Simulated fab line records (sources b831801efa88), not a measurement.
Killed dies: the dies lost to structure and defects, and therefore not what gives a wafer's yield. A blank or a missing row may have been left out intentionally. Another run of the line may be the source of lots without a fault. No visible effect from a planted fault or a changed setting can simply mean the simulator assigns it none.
fab line records | flow sky130
record lots=14 | wafers=42 | last_day=50
route steps=708 shown NWELL@68 VT_ADJUST_LVTN@118 VT_ADJUST_NCORE@129 VT_ADJUST_HVTR@141 SONOS_ONO@169
lots untouched by any fault: they come from a run of this same line in which no faults occurred
start_h: hours from the record's first day to the start of the lot's first wafer shown | wait_h: how many hours have passed since the lot's step before this one | " unchanged from the row above | L1.1+2: several wafers, shown together as one row | - either no value or no given start | * or withheld: withheld | < > ~ a bound
route shown NAME@n: names a module that has steps shown in the file, with the first one's number in the route | usual: average and standard deviation across the fault-free wafers | same: alike in all rows | chamber/n: place in a boat | sites: readings site by site | _std_site: standard deviation across them | _edge_site: outer sites' mean less inner sites' | radius_mm: for every site, how far away it sits from the centre of the wafer | mask NAME#n: copy n | behind: the most recent tool/chamber to have shaped the wafer | hold: what put the lot on hold/how long, in hours/how the hold closed | device: transistor that didn't switch, given as n, p or np | end of line: at the end of the route, the tests of the same wafers | where a step has no rows: the recipe by itself | killed: dies that structure and defects cost at the first sort, which is not the same as the wafer's yield | map: a wafer's dies, marking killed ones x, the rest . and places with no die _
set.NAME: the setting the step ran with; set.NAME@STEP: the setting that earlier step ran with | model.NAME: the simulator's own value behind a step, which no gauge read
steps of the route over a sample of lots; a table a step, a row a wafer
services: the hour from which a tool's chamber was out of use, counted from the record's first day as start_h (under 0 if before that day), plus the number of hours and why
## steps
# step SKY_NWELL_TW_MEAS_15
# usual NWELL_TW=1818/13
lot.wafer | tool          | chamber | start_h | wait_h | NWELL_TW
L222.2    | film_metro-03 | -       | 93.21   | 0.1    | 1827
L222.5    | "             | -       | "       | "      | 1814
L222.6    | "             | -       | "       | "      | 1812
L223.2    | film_metro-01 | -       | 99.31   | 0.1    | 1807
L223.3    | "             | -       | "       | "      | 1809
L223.4    | "             | -       | "       | "      | 1801
L229.2    | film_metro-01 | -       | 133.02  | 0.1    | 1796
L229.3    | "             | -       | "       | "      | 1793
L229.6    | "             | -       | "       | "      | 1803
L230.2    | film_metro-01 | -       | 138.07  | 0.1    | 1807
L230.5    | "             | -       | "       | "      | 1803
L230.6    | "             | -       | "       | "      | 1806
L234.1    | film_metro-03 | -       | 163.31  | 0.1    | 1825
L234.4    | "             | -       | "       | "      | 1813
L234.5    | "             | -       | "       | "      | 1824
L235.1    | film_metro-03 | -       | 168.25  | 0.1    | 1823
L235.2    | "             | -       | "       | "      | 1817
L235.6    | "             | -       | "       | "      | 1819
L236.1    | film_metro-01 | -       | 171.91  | 0.1    | 1808
L236.2    | "             | -       | "       | "      | 1806
L236.5    | "             | -       | "       | "      | 1801
L237.1    | film_metro-01 | -       | 181.90  | 0.1    | 1800
L237.4    | "             | -       | "       | "      | 1812
L237.5    | "             | -       | "       | "      | 1812
L238.2    | film_metro-04 | -       | 187.67  | 0.1    | 1826
L238.5    | "             | -       | "       | "      | 1825
L238.6    | "             | -       | "       | "      | 1823
L239.1    | film_metro-04 | -       | 194.15  | 0.1    | 1827
L239.3    | "             | -       | "       | "      | 1833
L239.5    | "             | -       | "       | "      | 1825
L240.3    | film_metro-03 | -       | 198.72  | 0.1    | 1823
L240.4    | "             | -       | "       | "      | 1824
L240.6    | "             | -       | "       | "      | 1815
L241.1    | film_metro-04 | -       | 207.70  | 0.1    | 1826
L241.2    | "             | -       | "       | "      | 1833
L241.6    | "             | -       | "       | "      | 1832
L242.2    | film_metro-03 | -       | 211.81  | 0.1    | 1815
L242.4    | "             | -       | "       | "      | 1825
L242.6    | "             | -       | "       | "      | 1806
L244.1    | film_metro-04 | -       | 222.60  | 0.1    | 1838
L244.2    | "             | -       | "       | "      | 1825
L244.6    | "             | -       | "       | "      | 1839
# step SKY_VT_ADJUST_LVTN_TW_MEAS_21
# usual VT_ADJUST_LVTN_2_TW=187.5/1.2
lot.wafer | tool          | chamber | start_h | wait_h | VT_ADJUST_LVTN_2_TW
L222.2    | film_metro-01 | -       | 170.20  | 0.1    | 186.8
L222.5    | "             | -       | "       | "      | 187.1
L222.6    | "             | -       | "       | "      | 186.8
L223.2    | film_metro-02 | -       | 177.42  | 0.1    | 185.9
L223.3    | "             | -       | "       | "      | 187.3
L223.4    | "             | -       | "       | "      | 186.1
L229.2    | film_metro-02 | -       | 216.16  | 0.1    | 186.1
L229.3    | "             | -       | "       | "      | 186.3
L229.6    | "             | -       | "       | "      | 185.8
L230.2    | film_metro-02 | -       | 221.85  | 0.1    | 186.4
L230.5    | "             | -       | "       | "      | 186.9
L230.6    | "             | -       | "       | "      | 186.7
L234.1    | film_metro-01 | -       | 252.95  | 0.1    | 188.1
L234.4    | "             | -       | "       | "      | 187.5
L234.5    | "             | -       | "       | "      | 187.0
L235.1    | film_metro-04 | -       | 256.46  | 0.1    | 187.9
L235.2    | "             | -       | "       | "      | 189.8
L235.6    | "             | -       | "       | "      | 188.6
L236.1    | film_metro-04 | -       | 259.99  | 0.1    | 189.1
L236.2    | "             | -       | "       | "      | 188.2
L236.5    | "             | -       | "       | "      | 187.9
L237.1    | film_metro-02 | -       | 272.10  | 0.1    | 186.0
L237.4    | "             | -       | "       | "      | 187.4
L237.5    | "             | -       | "       | "      | 186.9
L238.2    | film_metro-04 | -       | 279.76  | 0.1    | 189.6
L238.5    | "             | -       | "       | "      | 188.7
L238.6    | "             | -       | "       | "      | 188.6
L239.1    | film_metro-01 | -       | 287.60  | 0.1    | 185.9
L239.3    | "             | -       | "       | "      | 186.5
L239.5    | "             | -       | "       | "      | 186.3
L240.3    | film_metro-01 | -       | 290.47  | 0.1    | 189.2
L240.4    | "             | -       | "       | "      | 187.7
L240.6    | "             | -       | "       | "      | 187.2
L241.1    | film_metro-01 | -       | 302.50  | 0.1    | 188.4
L241.2    | "             | -       | "       | "      | 187.3
L241.6    | "             | -       | "       | "      | 189.3
L242.2    | film_metro-01 | -       | 307.96  | 0.1    | 188.9
L242.4    | "             | -       | "       | "      | 188.6
L242.6    | "             | -       | "       | "      | 187.5
L244.1    | film_metro-04 | -       | 321.15  | 0.1    | 187.8
L244.2    | "             | -       | "       | "      | 188.1
L244.6    | "             | -       | "       | "      | 187.5
# step SKY_VT_ADJUST_NCORE_STRIP_10
# recipe chemistry=O2/N2 | power_w=1400 | pressure_mtorr=1500 | platen_temp_c=withheld | o2_flow_sccm=3000 | n2_flow_sccm=300 | overash_fraction=0.5
# usual chamber_pressure_mTorr=1500.1/1.4 | drypump_motor_current_A=5.6/0.43 | oes_product_au=0.715/0.005 | strip_time_to_endpoint_s=14.20/0.045
lot.wafer | tool            | chamber | start_h | wait_h | chamber_pressure_mTorr | drypump_motor_current_A | oes_product_au | rf_hours_counter_h | strip_time_to_endpoint_s
L222.2    | plasma_asher-02 | 0       | 190.82  | 0.1    | 1498.3                 | 5.9                     | 0.713          | 51                 | 14.17
L222.5    | "               | 1       | "       | "      | 1502.7                 | 4.9                     | 0.723          | -                  | 14.19
L222.6    | "               | 0       | "       | "      | 1502.8                 | 5.9                     | 0.722          | -                  | 14.16
L223.2    | plasma_asher-02 | 1       | 198.57  | 0.1    | 1500.2                 | 4.9                     | 0.710          | 52                 | 14.16
L223.3    | "               | 1       | "       | "      | 1500.1                 | 4.9                     | 0.713          | -                  | 14.17
L223.4    | "               | 0       | "       | "      | 1499.8                 | 5.9                     | 0.716          | -                  | 14.19
L229.2    | plasma_asher-03 | 1       | 239.42  | 0.1    | -                      | -                       | -              | -                  | -
L229.3    | "               | 0       | "       | "      | -                      | -                       | -              | -                  | -
L229.6    | "               | 1       | "       | "      | -                      | -                       | -              | -                  | -
L230.2    | plasma_asher-02 | 0       | 245.56  | 0.1    | -                      | -                       | -              | -                  | -
L230.5    | "               | 1       | "       | "      | -                      | -                       | -              | -                  | -
L230.6    | "               | 0       | "       | "      | -                      | -                       | -              | -                  | -
L234.1    | plasma_asher-02 | 1       | 276.72  | 0.1    | 1498.6                 | 4.9                     | 0.720          | 60                 | 14.29
L234.4    | "               | 0       | "       | "      | 1499.4                 | 5.8                     | 0.715          | -                  | 14.25
L234.5    | "               | 1       | "       | "      | 1502.5                 | 4.9                     | 0.715          | -                  | 14.26
L235.1    | plasma_asher-02 | 0       | 280.97  | 0.1    | 1499.4                 | 5.9                     | 0.714          | 60                 | 14.23
L235.2    | "               | 1       | "       | "      | 1503.1                 | 4.9                     | 0.717          | 60                 | 14.25
L235.6    | "               | 0       | "       | "      | 1500.7                 | 5.8                     | 0.713          | -                  | 14.27
L236.1    | plasma_asher-03 | 0       | 284.02  | 0.1    | 1500.6                 | 5.6                     | 0.719          | 47                 | 14.15
L236.2    | "               | 1       | "       | "      | 1497.6                 | 5.9                     | 0.717          | 47                 | 14.19
L236.5    | "               | 0       | "       | "      | 1500.4                 | 5.6                     | 0.707          | -                  | 14.19
L237.1    | plasma_asher-02 | 0       | 297.56  | 0.1    | 1501.1                 | 5.8                     | 0.722          | 62                 | 14.15
L237.4    | "               | 1       | "       | "      | 1499.4                 | 4.9                     | 0.720          | -                  | 14.22
L237.5    | "               | 0       | "       | "      | 1499.5                 | 5.9                     | 0.725          | -                  | 14.18
L238.2    | plasma_asher-04 | 1       | 304.67  | 0.1    | 1500.3                 | 6.0                     | 0.718          | 55                 | 14.25
L238.5    | "               | 0       | "       | "      | 1500.8                 | 6.1                     | 0.721          | -                  | 14.22
L238.6    | "               | 1       | "       | "      | 1498.0                 | 6.0                     | 0.712          | -                  | 14.19
L239.1    | plasma_asher-02 | 1       | 313.47  | 0.1    | 1498.8                 | 4.9                     | 0.712          | 63                 | 14.24
L239.3    | "               | 0       | "       | "      | 1499.0                 | 5.8                     | 0.715          | -                  | 14.19
L239.5    | "               | 0       | "       | "      | 1499.8                 | 5.8                     | 0.718          | -                  | 14.22
L240.3    | plasma_asher-04 | 0       | 316.65  | 0.1    | 1495.9                 | 6.1                     | 0.719          | -                  | 14.10
L240.4    | "               | 1       | "       | "      | 1500.7                 | 6.0                     | 0.713          | -                  | 14.12
L240.6    | "               | 0       | "       | "      | 1501.1                 | 6.1                     | 0.719          | -                  | 14.15
L241.1    | plasma_asher-03 | 1       | 329.06  | 0.1    | 1498.2                 | 5.9                     | 0.709          | 51                 | 14.13
L241.2    | "               | 0       | "       | "      | 1500.0                 | 5.6                     | 0.714          | 51                 | 14.15
L241.6    | "               | 0       | "       | "      | 1503.7                 | 5.6                     | 0.717          | -                  | 14.16
L242.2    | plasma_asher-02 | 1       | 334.86  | 0.1    | 1500.3                 | 4.9                     | 0.714          | 65                 | 14.21
L242.4    | "               | 0       | "       | "      | 1498.8                 | 5.8                     | 0.724          | -                  | 14.17
L242.6    | "               | 0       | "       | "      | 1499.7                 | 5.9                     | 0.713          | -                  | 14.22
L244.1    | plasma_asher-03 | 0       | 347.66  | 0.1    | 1499.8                 | 5.6                     | 0.714          | 53                 | 14.15
L244.2    | "               | 1       | "       | "      | 1500.3                 | 6.0                     | 0.722          | 53                 | 14.14
L244.6    | "               | 0       | "       | "      | 1501.1                 | 5.6                     | 0.721          | -                  | 14.15
# step SKY_VT_ADJUST_HVTR_STRIP_10
# recipe chemistry=O2/N2 | power_w=1400 | pressure_mtorr=1500 | platen_temp_c=withheld | o2_flow_sccm=3000 | n2_flow_sccm=300 | overash_fraction=0.5
# usual chamber_pressure_mTorr=1500.2/1.4 | drypump_motor_current_A=5.9/0.31 | oes_product_au=0.715/0.0047 | strip_time_to_endpoint_s=14.18/0.035
lot.wafer | tool            | chamber | start_h | wait_h | chamber_pressure_mTorr | drypump_motor_current_A | oes_product_au | rf_hours_counter_h | strip_time_to_endpoint_s
L222.2    | plasma_asher-04 | 1       | 211.82  | 0.1    | 1501.5                 | 6.0                     | 0.719          | 46                 | 14.15
L222.5    | "               | 1       | "       | "      | 1499.5                 | 6.0                     | 0.719          | -                  | 14.20
L222.6    | "               | 0       | "       | "      | 1499.7                 | 6.1                     | 0.715          | -                  | 14.20
L223.2    | plasma_asher-01 | 1       | 220.47  | 0.1    | 1501.4                 | 5.5                     | 0.711          | 11                 | 14.18
L223.3    | "               | 1       | "       | "      | 1500.0                 | 5.4                     | 0.722          | -                  | 14.13
L223.4    | "               | 0       | "       | "      | 1501.5                 | 6.3                     | 0.708          | -                  | 14.17
L229.2    | plasma_asher-01 | 0       | 263.37  | 0.1    | 1500.2                 | 6.3                     | 0.724          | 15                 | 31.26
L229.3    | "               | 1       | "       | "      | 1500.2                 | 5.4                     | 0.720          | -                  | 31.28
L229.6    | "               | 0       | "       | "      | 1499.9                 | 6.3                     | 0.722          | -                  | 31.29
L230.2    | plasma_asher-04 | 0       | 269.47  | 0.1    | 1501.3                 | 6.1                     | 0.713          | 52                 | 31.33
L230.5    | "               | 1       | "       | "      | 1501.8                 | 6.0                     | 0.706          | -                  | 31.26
L230.6    | "               | 0       | "       | "      | 1500.7                 | 6.1                     | 0.724          | -                  | 31.31
L234.1    | plasma_asher-04 | 0       | 301.57  | 0.1    | 1499.9                 | 6.1                     | 0.717          | 55                 | 14.18
L234.4    | "               | 0       | "       | "      | 1502.7                 | 6.1                     | 0.710          | -                  | 14.21
L234.5    | "               | 0       | "       | "      | 1498.9                 | 6.1                     | 0.713          | -                  | 14.21
L235.1    | plasma_asher-01 | 1       | 306.87  | 0.1    | 1500.5                 | 5.5                     | 0.711          | 20                 | 14.23
L235.2    | "               | 0       | "       | "      | 1498.8                 | 6.2                     | 0.717          | 20                 | 14.20
L235.6    | "               | 1       | "       | "      | 1498.9                 | 5.4                     | 0.709          | -                  | 14.18
L236.1    | plasma_asher-01 | 0       | 310.07  | 0.1    | 1499.1                 | 6.3                     | 0.706          | 20                 | 14.20
L236.2    | "               | 1       | "       | "      | 1499.7                 | 5.4                     | 0.715          | 20                 | 14.19
L236.5    | "               | 1       | "       | "      | 1499.4                 | 5.4                     | 0.711          | -                  | 14.21
L237.1    | plasma_asher-01 | 1       | 324.17  | 0.1    | 1500.0                 | 5.4                     | 0.716          | 21                 | 14.15
L237.4    | "               | 0       | "       | "      | 1499.6                 | 6.3                     | 0.715          | -                  | 14.15
L237.5    | "               | 1       | "       | "      | 1496.6                 | 5.5                     | 0.711          | -                  | 14.14
L238.2    | plasma_asher-03 | 0       | 331.62  | 0.1    | 1500.7                 | 5.6                     | 0.714          | 51                 | 14.23
L238.5    | "               | 1       | "       | "      | 1498.1                 | 6.0                     | 0.710          | -                  | 14.20
L238.6    | "               | 0       | "       | "      | 1500.0                 | 5.6                     | 0.717          | -                  | 14.21
L239.1    | plasma_asher-03 | 1       | 340.67  | 0.1    | 1499.6                 | 6.0                     | 0.719          | 52                 | 14.21
L239.3    | "               | 1       | "       | "      | 1498.8                 | 5.9                     | 0.711          | -                  | 14.22
L239.5    | "               | 1       | "       | "      | 1500.4                 | 6.0                     | 0.717          | -                  | 14.24
L240.3    | plasma_asher-04 | 0       | 343.71  | 0.1    | 1499.8                 | 6.1                     | 0.714          | -                  | 14.11
L240.4    | "               | 1       | "       | "      | 1500.8                 | 6.0                     | 0.710          | -                  | 14.16
L240.6    | "               | 1       | "       | "      | 1499.7                 | 6.0                     | 0.713          | -                  | 14.13
L241.1    | plasma_asher-01 | 1       | 356.52  | 0.1    | 1498.2                 | 5.4                     | 0.708          | 24                 | 14.17
L241.2    | "               | 0       | "       | "      | 1497.1                 | 6.2                     | 0.712          | 24                 | 14.23
L241.6    | "               | 1       | "       | "      | 1499.3                 | 5.4                     | 0.726          | -                  | 14.19
L242.2    | plasma_asher-04 | 0       | 362.27  | 0.1    | 1500.3                 | 6.1                     | 0.710          | 61                 | 14.15
L242.4    | "               | 1       | "       | "      | 1499.9                 | 6.0                     | 0.708          | -                  | 14.17
L242.6    | "               | 1       | "       | "      | 1500.8                 | 6.0                     | 0.711          | -                  | 14.18
L244.1    | plasma_asher-01 | 0       | 375.62  | 0.1    | 1498.7                 | 6.3                     | 0.718          | 27                 | 14.19
L244.2    | "               | 1       | "       | "      | 1499.6                 | 5.4                     | 0.715          | 27                 | 14.18
L244.6    | "               | 0       | "       | "      | 1501.3                 | 6.2                     | 0.717          | -                  | 14.19
# step SKY_VT_ADJUST_HVTR_TW_MEAS_11
# usual VT_ADJUST_HVTR_TW=211.1/1.6
lot.wafer | tool          | chamber | start_h | wait_h | VT_ADJUST_HVTR_TW
L222.2    | film_metro-01 | -       | 211.93  | 0.1    | 208.5
L222.5    | "             | -       | "       | "      | 209.6
L222.6    | "             | -       | "       | "      | 208.4
L223.2    | film_metro-04 | -       | 220.58  | 0.1    | 212.8
L223.3    | "             | -       | "       | "      | 213.0
L223.4    | "             | -       | "       | "      | 213.9
L229.2    | film_metro-01 | -       | 263.48  | 0.1    | 29.9
L229.3    | "             | -       | "       | "      | 29.6
L229.6    | "             | -       | "       | "      | 29.8
L230.2    | film_metro-01 | -       | 269.58  | 0.1    | 29.8
L230.5    | "             | -       | "       | "      | 29.8
L230.6    | "             | -       | "       | "      | 29.8
L234.1    | film_metro-04 | -       | 301.67  | 0.1    | 211.7
L234.4    | "             | -       | "       | "      | 212.6
L234.5    | "             | -       | "       | "      | 211.3
L235.1    | film_metro-01 | -       | 306.97  | 0.1    | 210.6
L235.2    | "             | -       | "       | "      | 211.2
L235.6    | "             | -       | "       | "      | 212.3
L236.1    | film_metro-01 | -       | 310.17  | 0.1    | 210.8
L236.2    | "             | -       | "       | "      | 210.0
L236.5    | "             | -       | "       | "      | 209.9
L237.1    | film_metro-03 | -       | 324.27  | 0.1    | 211.9
L237.4    | "             | -       | "       | "      | 210.6
L237.5    | "             | -       | "       | "      | 210.6
L238.2    | film_metro-01 | -       | 331.73  | 0.1    | 209.0
L238.5    | "             | -       | "       | "      | 207.4
L238.6    | "             | -       | "       | "      | 207.9
L239.1    | film_metro-01 | -       | 340.77  | 0.1    | 208.7
L239.3    | "             | -       | "       | "      | 210.0
L239.5    | "             | -       | "       | "      | 208.6
L240.3    | film_metro-04 | -       | 343.79  | 0.1    | 212.8
L240.4    | "             | -       | "       | "      | 213.3
L240.6    | "             | -       | "       | "      | 211.1
L241.1    | film_metro-03 | -       | 356.62  | 0.1    | 210.4
L241.2    | "             | -       | "       | "      | 210.1
L241.6    | "             | -       | "       | "      | 210.5
L242.2    | film_metro-04 | -       | 362.38  | 0.1    | 214.3
L242.4    | "             | -       | "       | "      | 212.8
L242.6    | "             | -       | "       | "      | 212.3
L244.1    | film_metro-04 | -       | 375.72  | 0.1    | 212.1
L244.2    | "             | -       | "       | "      | 213.3
L244.6    | "             | -       | "       | "      | 213.9
# step SKY_SONOS_ONO_THK_MEAS_01
# recipe reads=SiO2_of_SONOS_ONO_OXIDATION_00
# usual SONOS_ONO_OXIDATION_THK=2.61/0.055
lot.wafer | tool          | chamber | start_h | wait_h | SONOS_ONO_OXIDATION_THK[nm]
L222.2    | film_metro-03 | -       | 262.91  | 0.0    | 2.62
L222.5    | "             | -       | "       | "      | 2.63
L222.6    | "             | -       | "       | "      | 2.65
L223.2    | film_metro-04 | -       | 270.52  | 0.0    | 2.64
L223.3    | "             | -       | "       | "      | 2.59
L223.4    | "             | -       | "       | "      | 2.68
L229.2    | film_metro-03 | -       | 315.85  | 0.0    | 2.68
L229.3    | "             | -       | "       | "      | 2.54
L229.6    | "             | -       | "       | "      | 2.63
L230.2    | film_metro-03 | -       | 322.99  | 0.0    | 2.59
L230.5    | "             | -       | "       | "      | 2.61
L230.6    | "             | -       | "       | "      | 2.63
L234.1    | film_metro-03 | -       | 358.68  | 0.0    | 2.70
L234.4    | "             | -       | "       | "      | 2.62
L234.5    | "             | -       | "       | "      | 2.68
L235.1    | film_metro-02 | -       | 362.99  | 0.0    | 2.63
L235.2    | "             | -       | "       | "      | 2.56
L235.6    | "             | -       | "       | "      | 2.63
L236.1    | film_metro-04 | -       | 368.90  | 0.0    | 2.59
L236.2    | "             | -       | "       | "      | 2.70
L236.5    | "             | -       | "       | "      | 2.64
L237.1    | film_metro-04 | -       | 383.01  | 0.0    | 2.55
L237.4    | "             | -       | "       | "      | 2.69
L237.5    | "             | -       | "       | "      | 2.68
L238.2    | film_metro-03 | -       | 390.47  | 0.0    | 2.75
L238.5    | "             | -       | "       | "      | 2.65
L238.6    | "             | -       | "       | "      | 2.68
L239.1    | film_metro-02 | -       | 400.25  | 0.0    | 2.61
L239.3    | "             | -       | "       | "      | 2.59
L239.5    | "             | -       | "       | "      | 2.66
L240.3    | film_metro-02 | -       | 404.15  | 0.0    | 2.57
L240.4    | "             | -       | "       | "      | 2.58
L240.6    | "             | -       | "       | "      | 2.58
L241.1    | film_metro-02 | -       | 417.17  | 0.0    | 2.56
L241.2    | "             | -       | "       | "      | 2.58
L241.6    | "             | -       | "       | "      | 2.60
L242.2    | film_metro-02 | -       | 426.21  | 0.0    | 2.59
L242.4    | "             | -       | "       | "      | 2.57
L242.6    | "             | -       | "       | "      | 2.64
L244.1    | film_metro-02 | -       | 439.39  | 0.0    | 2.51
L244.2    | "             | -       | "       | "      | 2.49
L244.6    | "             | -       | "       | "      | 2.49
## services
tool            | chamber | start_h | hours | kind
plasma_asher-04 | -       | 184.66  | 18.0  | repair
plasma_asher-03 | -       | 243.60  | 2.8   | pm
plasma_asher-03 | -       | 286.62  | 5.5   | repair
plasma_asher-03 | -       | 353.31  | 1.8   | repair
plasma_asher-03 | -       | 357.79  | 8.6   | repair
## key
first_sign step=SKY_VT_ADJUST_NCORE_STRIP_10 | reading=tool_record | direction=missing
effect step=SKY_VT_ADJUST_HVTR_STRIP_10 | reading=strip_time_to_endpoint_s | direction=up | sigmas=99+ | usual=* | struck=*
effect step=SKY_VT_ADJUST_HVTR_TW_MEAS_11 | reading=VT_ADJUST_HVTR_TW | direction=down | sigmas=99+ | usual=211.1 | struck=29.8
met_at SKY_VT_ADJUST_NCORE_STRIP_10
struck_lots L229,L230
sort_left_out L229.2,L229.3,L229.6,L230.2,L230.5,L230.6
tester_left_out L229,L230
not_acting_at SKY_NWELL_TW_MEAS_15,SKY_VT_ADJUST_LVTN_TW_MEAS_21,SKY_SONOS_ONO_THK_MEAS_01
onset_between 198.57 239.42
fault kind=skipped_step_whole | tool=plasma_asher-02,plasma_asher-03 | chamber=- | onset_h=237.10 | steps=SKY_VT_ADJUST_NCORE_STRIP_10 | scope=struck_lots_only
# tester_left_out: of these lots the tester's yield and bins aren't shown, on N5 and GAA mostly nor the transistor test; their killed dies are dies lost to structure and defects alone, not to doping, threshold or leakage, so they don't give the yield
# sort_left_out: the simulated sort isn't trusted on such a fault, so these wafers' sort isn't shown, and their yield isn't known
